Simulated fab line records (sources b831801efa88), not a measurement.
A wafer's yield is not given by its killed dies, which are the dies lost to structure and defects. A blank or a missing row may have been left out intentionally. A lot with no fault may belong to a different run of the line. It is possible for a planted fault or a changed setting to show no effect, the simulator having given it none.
fab line records ; flow sky130 ; part 2 of 2: steps 29 to 40 of 40
record lots=5; wafers=15; last-day=50
route steps=708 shown RES_PROTECT@210 POLY_GATE@213 LDD_N@237
lots that met no fault: taken from a fault-free run of the same line
start-h: the number of hours between the record's first day and the start of the first shown wafer of the lot ; wait-h: hours since the lot's step before ; " the same as in the row above ; L1.1+2: a single row standing in for several wafers ; - no value, or no start was given ; * or withheld: withheld ; < > ~ a bound
route shown NAME@n: NAME is a module with steps in the file, n the number in the route of the first one ; usual: mean/standard deviation of fault-free wafers ; same: alike in all rows ; chamber/n: place in a boat ; sites: readings site by site ; _std_site: standard deviation across them ; _edge_site: the outer-site mean with the inner-site mean subtracted ; radius-mm: for every site, how far away it sits from the centre of the wafer ; mask NAME#n: copy n ; behind: the most recent tool/chamber to have shaped the wafer ; hold: what put the lot on hold/how long, in hours/how the hold closed ; device: transistor that didn't switch, given as n, p or np ; end of line: at the end of the route, the tests of the same wafers ; a step given without rows: its recipe and nothing more ; killed: not the wafer's yield, but the dies lost to structure and defects at the first sort ; map: a wafer's dies, marking killed ones x, the rest . and places with no die _
set.NAME: the setting that was run; set.NAME@STEP: the one run at that earlier step ; model.NAME: the simulator's own value behind a step, which no gauge read
lots at some steps of the route; a table a step, a row a wafer
services: from which hour (start-h, from the record's first day; less than 0 if before it) a tool's chamber was out of use, for how many hours, and why
## steps
# step SKY_LDD_N_HMDS_01
# recipe prime-time-s=60; prime-temp-c=120
lot.wafer;tool;chamber;start-h;wait-h
L086.2+4+5;litho-track-03;0;503.20;0.1
L090.1+3+5;litho-track-03;0;533.67;0.1
L091.2+4+6;litho-track-03;0;545.50;0.1
L095.2+4+5;litho-track-03;0;584.00;0.1
L094.1+2+6;litho-track-04;0;585.37;0.1
# step SKY_LDD_N_COAT_02
# recipe resist=NOVOLAK; spin-rpm=3000; resist-thk-nm=300
# usual spin-speed-rpm=2999.9/2.1
lot.wafer;tool;chamber;start-h;wait-h;spin-speed-rpm
L086.2;litho-track-03;0;503.35;0.1;2997.4
L086.4;litho-track-03;0;503.35;0.1;2998.6
L086.5;litho-track-03;0;503.35;0.1;3004.6
L090.1;litho-track-03;0;533.82;0.1;2996.3
L090.3;litho-track-03;0;533.82;0.1;2995.2
L090.5;litho-track-03;0;533.82;0.1;2999.9
L091.2;litho-track-03;0;545.65;0.1;3001.0
L091.4;litho-track-03;0;545.65;0.1;2999.9
L091.6;litho-track-03;0;545.65;0.1;3001.1
L095.2;litho-track-03;0;584.15;0.1;2995.3
L095.4;litho-track-03;0;584.15;0.1;3003.5
L095.5;litho-track-03;0;584.15;0.1;2996.9
L094.1;litho-track-04;0;585.52;0.1;3000.1
L094.2;litho-track-04;0;585.52;0.1;2998.7
L094.6;litho-track-04;0;585.52;0.1;2998.5
# step SKY_LDD_N_SOFTBAKE_03
# recipe temp-c=90; time-s=60; resist=NOVOLAK
# same time-s=60
lot.wafer;tool;chamber;start-h;wait-h
L086.2+4+5;litho-track-03;0;503.50;0.1
L090.1+3+5;litho-track-03;0;533.97;0.1
L091.2+4+6;litho-track-03;0;545.80;0.1
L095.2+4+5;litho-track-03;0;584.30;0.1
L094.1+2+6;litho-track-04;0;585.67;0.1
# step SKY_LDD_N_EXPOSE_04
# recipe mask-id=NTM; target-cd-nm=840; na=0.6; source-shape=conventional; sigma-outer=0.6; dose-mj=110
lot.wafer;tool;chamber;start-h;wait-h;mask
L086.2+4+5;iline-stepper-01;0;-;-;NTM#0
L090.1+3+5;iline-stepper-02;0;-;-;NTM#0
L091.2+4+6;iline-stepper-02;0;-;-;NTM#0
L095.2+4+5;iline-stepper-02;0;-;-;NTM#0
L094.1+2+6;iline-stepper-02;0;-;-;NTM#0
# step SKY_LDD_N_PEB_05
# recipe temp-c=withheld; time-s=*; resist=NOVOLAK
# same time-s=*
lot.wafer;tool;chamber;start-h;wait-h
L086.2+4+5;litho-track-01;0;-;-
L090.1+3+5;litho-track-04;0;-;-
L091.2+4+6;litho-track-04;0;-;-
L095.2+4+5;litho-track-01;0;-;-
L094.1+2+6;litho-track-01;0;-;-
# step SKY_LDD_N_DEVELOP_06
# recipe develop-time-s=60; dev-temp-c=23
lot.wafer;tool;chamber;start-h;wait-h
L086.2+4+5;litho-track-01;0;518.17;0.1
L090.1+3+5;litho-track-04;0;548.92;0.1
L091.2+4+6;litho-track-04;0;561.24;0.1
L095.2+4+5;litho-track-01;0;599.82;0.1
L094.1+2+6;litho-track-01;0;601.04;0.1
# step SKY_LDD_N_OVL_MEAS_07
# usual LDD_N_OVL=1.5/1.3
lot.wafer;tool;chamber;start-h;wait-h;LDD_N_OVL[nm]
L086.2;overlay-02;-;518.30;0.1;2.2
L086.4;overlay-02;-;518.30;0.1;0.9
L086.5;overlay-02;-;518.30;0.1;-0.3
L090.1;overlay-01;-;549.07;0.1;1.6
L090.3;overlay-01;-;549.07;0.1;2.4
L090.5;overlay-01;-;549.07;0.1;2.2
L091.2;overlay-02;-;561.37;0.1;-0.3
L091.4;overlay-02;-;561.37;0.1;1.5
L091.6;overlay-02;-;561.37;0.1;0.4
L095.2;overlay-01;-;599.95;0.1;4.1
L095.4;overlay-01;-;599.95;0.1;3.4
L095.5;overlay-01;-;599.95;0.1;3.0
L094.1;overlay-02;-;601.19;0.1;3.2
L094.2;overlay-02;-;601.19;0.1;2.3
L094.6;overlay-02;-;601.19;0.1;1.7
# step SKY_LDD_N_IMPLANT_08
# recipe species=As; energy-kev=20; dose-cm2=7.5e+13; tilt-deg=withheld; rotation-deg=23
# usual beam-energy-keV=20.001/0.0054
lot.wafer;tool;chamber;start-h;wait-h;beam-energy-keV
L086.2;implanter-01;0;518.35;0.0;19.996
L086.4;implanter-01;0;518.35;0.0;20.007
L086.5;implanter-01;0;518.35;0.0;20.001
L090.1;implanter-03;0;549.10;0.0;20.000
L090.3;implanter-03;0;549.10;0.0;20.004
L090.5;implanter-03;0;549.10;0.0;20.001
L091.2;implanter-04;0;561.43;0.0;19.993
L091.4;implanter-04;0;561.43;0.0;20.006
L091.6;implanter-04;0;561.43;0.0;19.994
L095.2;implanter-04;0;600.00;0.0;20.007
L095.4;implanter-04;0;600.00;0.0;20.005
L095.5;implanter-04;0;600.00;0.0;20.005
L094.1;implanter-03;0;601.23;0.0;20.000
L094.2;implanter-03;0;601.23;0.0;19.998
L094.6;implanter-03;0;601.23;0.0;19.987
# step SKY_LDD_N_IMPLANT_09
# recipe species=As; energy-kev=20; dose-cm2=7.5e+13; tilt-deg=withheld; rotation-deg=113
# usual beam-energy-keV=20.000/0.0057
lot.wafer;tool;chamber;start-h;wait-h;beam-energy-keV
L086.2;implanter-01;0;518.50;0.1;19.993
L086.4;implanter-01;0;518.50;0.1;20.005
L086.5;implanter-01;0;518.50;0.1;20.004
L090.1;implanter-03;0;549.25;0.1;20.001
L090.3;implanter-03;0;549.25;0.1;20.009
L090.5;implanter-03;0;549.25;0.1;20.013
L091.2;implanter-04;0;561.58;0.1;19.992
L091.4;implanter-04;0;561.58;0.1;20.003
L091.6;implanter-04;0;561.58;0.1;19.990
L095.2;implanter-04;0;600.15;0.1;19.992
L095.4;implanter-04;0;600.15;0.1;20.005
L095.5;implanter-04;0;600.15;0.1;19.999
L094.1;implanter-03;0;601.38;0.1;20.005
L094.2;implanter-03;0;601.38;0.1;20.001
L094.6;implanter-03;0;601.38;0.1;20.005
# step SKY_LDD_N_IMPLANT_10
# recipe species=As; energy-kev=20; dose-cm2=7.5e+13; tilt-deg=withheld; rotation-deg=203
# usual beam-energy-keV=20.000/0.0063
lot.wafer;tool;chamber;start-h;wait-h;beam-energy-keV
L086.2;implanter-01;0;518.65;0.1;20.005
L086.4;implanter-01;0;518.65;0.1;20.003
L086.5;implanter-01;0;518.65;0.1;20.006
L090.1;implanter-03;0;549.40;0.1;19.993
L090.3;implanter-03;0;549.40;0.1;19.997
L090.5;implanter-03;0;549.40;0.1;19.995
L091.2;implanter-04;0;561.73;0.1;20.007
L091.4;implanter-04;0;561.73;0.1;20.003
L091.6;implanter-04;0;561.73;0.1;20.005
L095.2;implanter-04;0;600.30;0.1;20.002
L095.4;implanter-04;0;600.30;0.1;19.997
L095.5;implanter-04;0;600.30;0.1;19.996
L094.1;implanter-03;0;601.53;0.1;20.012
L094.2;implanter-03;0;601.53;0.1;19.994
L094.6;implanter-03;0;601.53;0.1;19.997
# step SKY_LDD_N_IMPLANT_11
# recipe species=As; energy-kev=20; dose-cm2=7.5e+13; tilt-deg=withheld; rotation-deg=293
# usual beam-energy-keV=20.000/0.0065
lot.wafer;tool;chamber;start-h;wait-h;beam-energy-keV
L086.2;implanter-01;0;518.80;0.1;20.005
L086.4;implanter-01;0;518.80;0.1;19.998
L086.5;implanter-01;0;518.80;0.1;20.006
L090.1;implanter-03;0;549.55;0.1;20.000
L090.3;implanter-03;0;549.55;0.1;20.007
L090.5;implanter-03;0;549.55;0.1;19.994
L091.2;implanter-04;0;561.88;0.1;19.990
L091.4;implanter-04;0;561.88;0.1;19.991
L091.6;implanter-04;0;561.88;0.1;19.992
L095.2;implanter-04;0;600.45;0.1;20.007
L095.4;implanter-04;0;600.45;0.1;20.005
L095.5;implanter-04;0;600.45;0.1;19.995
L094.1;implanter-03;0;601.68;0.1;20.010
L094.2;implanter-03;0;601.68;0.1;20.010
L094.6;implanter-03;0;601.68;0.1;20.000
# step SKY_LDD_N_IMPLANT_12
# recipe species=BF2; energy-kev=50; dose-cm2=5e+12; tilt-deg=30; rotation-deg=0
# usual beam-energy-keV=49.998/0.014
lot.wafer;tool;chamber;start-h;wait-h;beam-energy-keV
L086.2;implanter-01;0;518.95;0.1;49.997
L086.4;implanter-01;0;518.95;0.1;49.976
L086.5;implanter-01;0;518.95;0.1;49.985
L090.1;implanter-03;0;549.70;0.1;50.018
L090.3;implanter-03;0;549.70;0.1;50.006
L090.5;implanter-03;0;549.70;0.1;50.003
L091.2;implanter-04;0;562.03;0.1;49.975
L091.4;implanter-04;0;562.03;0.1;49.979
L091.6;implanter-04;0;562.03;0.1;49.975
L095.2;implanter-04;0;600.60;0.1;49.993
L095.4;implanter-04;0;600.60;0.1;49.997
L095.5;implanter-04;0;600.60;0.1;49.978
L094.1;implanter-03;0;601.83;0.1;50.016
L094.2;implanter-03;0;601.83;0.1;50.025
L094.6;implanter-03;0;601.83;0.1;49.999
## services
tool;chamber;start-h;hours;kind
krf-scanner-02;-;421.06;3.6;pm
wet-bench-02;-;422.11;1.9;pm
implanter-01;-;422.74;3.5;repair
implanter-02;-;430.90;4.9;repair
implanter-04;-;431.86;2.2;pm
iline-stepper-02;-;443.56;1.7;pm
krf-scanner-02;-;449.58;3.3;repair
krf-scanner-02;-;452.85;1.3;pm
rie-diel-04;-;455.16;14.6;pm
plasma-asher-02;-;463.51;2.4;repair
iline-stepper-01;-;464.77;0.8;pm
implanter-03;-;474.34;29.7;pm
implanter-04;-;483.99;3.6;repair
krf-scanner-02;-;486.67;0.9;repair
iline-stepper-02;-;524.19;6.0;repair
implanter-01;-;524.49;4.0;pm
implanter-01;-;530.54;2.7;repair
rie-diel-03;1;535.73;5.6;repair
rie-diel-03;3;554.60;1.8;repair
rie-diel-03;1;558.07;2.2;repair
implanter-03;-;562.14;4.6;repair
rie-diel-03;2;562.84;9.5;repair
rie-diel-04;2;587.72;3.6;repair
implanter-01;-;589.51;2.9;repair
